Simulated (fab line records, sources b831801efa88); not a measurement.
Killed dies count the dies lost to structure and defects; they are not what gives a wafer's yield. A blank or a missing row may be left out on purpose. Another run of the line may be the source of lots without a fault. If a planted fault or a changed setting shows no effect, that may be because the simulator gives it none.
Problem report in the 8D (eight disciplines) form, filled by code | flow sky130 | the parts of the form that need people (team, actions taken, sign-off) are left out

== 1. WHAT WENT WRONG ==
At SKY_LDD_LDN_IMPLANT_11, beam_energy_keV averages 16.996 over 6 wafers from 2 lots, while fault-free wafers read 15.000, standard deviation 0.0046. That is +99 or more standard deviations from the usual mean.
First seen on wafer L754.1, day 26 22:04, on implanter-02. Wafers with a number at this step in the record: 18, from 6 lots. Rule for "out", or "out of limits": more than 4 standard deviations from the usual mean. The other wafers with a number count as sound.

== 2. WHAT IT IS, AND WHAT IT ISN'T ==
question                    | is                     | is not
which readings at this step | beam_energy_keV        | -
which lots                  | L754, L757             | L746, L762, L764, L766
which wafers of those lots  | all that have a number | -
read on which tools         | implanter-02           | implanter-01
when                        | from day 26 22:04      | up to then (3 sound wafers); but 9 sound wafers of L762, L764, L766 came after

== 3. THE SUSPECTS, EACH WITH WHAT RULES IT OUT ==
Counting: a tool at any process step up to the reading remains a suspect when it ran all the lots that are out and ran no sound lot after the first of those.
- implanter-02 at SKY_LDD_LDN_IMPLANT_11: ruled out as a lasting fault. Following L754 (day 26 22:04), the first lot on it that is out, the sound lots L764 were run on it.
Left after counting: nothing in the record.

== 4. THE CAUSE (what the simulator had put in) ==
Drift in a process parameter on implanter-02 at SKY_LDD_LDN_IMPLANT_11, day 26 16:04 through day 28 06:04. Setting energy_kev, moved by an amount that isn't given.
Counting ruled it out, wrongly.

== 5. SEQUENCE OF EFFECTS, ordered by route ==
One row per reading whose mean, taken over the struck wafers that have a number, lies over 3 standard deviations from the usual. Only readings for which the record gives a usual standard deviation are gone through. hours: the time from each lot's start at the first step in this table that gives one to its start at this step, as a median over the lots. sigmas: the change in usual standard deviations.
hours | step                   | reading         | usual  | on struck wafers | change | sigmas
0     | SKY_LDD_LDN_IMPLANT_11 | beam_energy_keV | 15.000 | 16.996           | +1.996 | +99 or more
It contains these process steps:
- SKY_LDD_LDN_IMPLANT_11

== 6. WHAT WOULD HAVE CAUGHT IT SOONER ==
In this record the first reading out of limits was taken at day 26 22:04, 6 hours after the fault began at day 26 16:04.
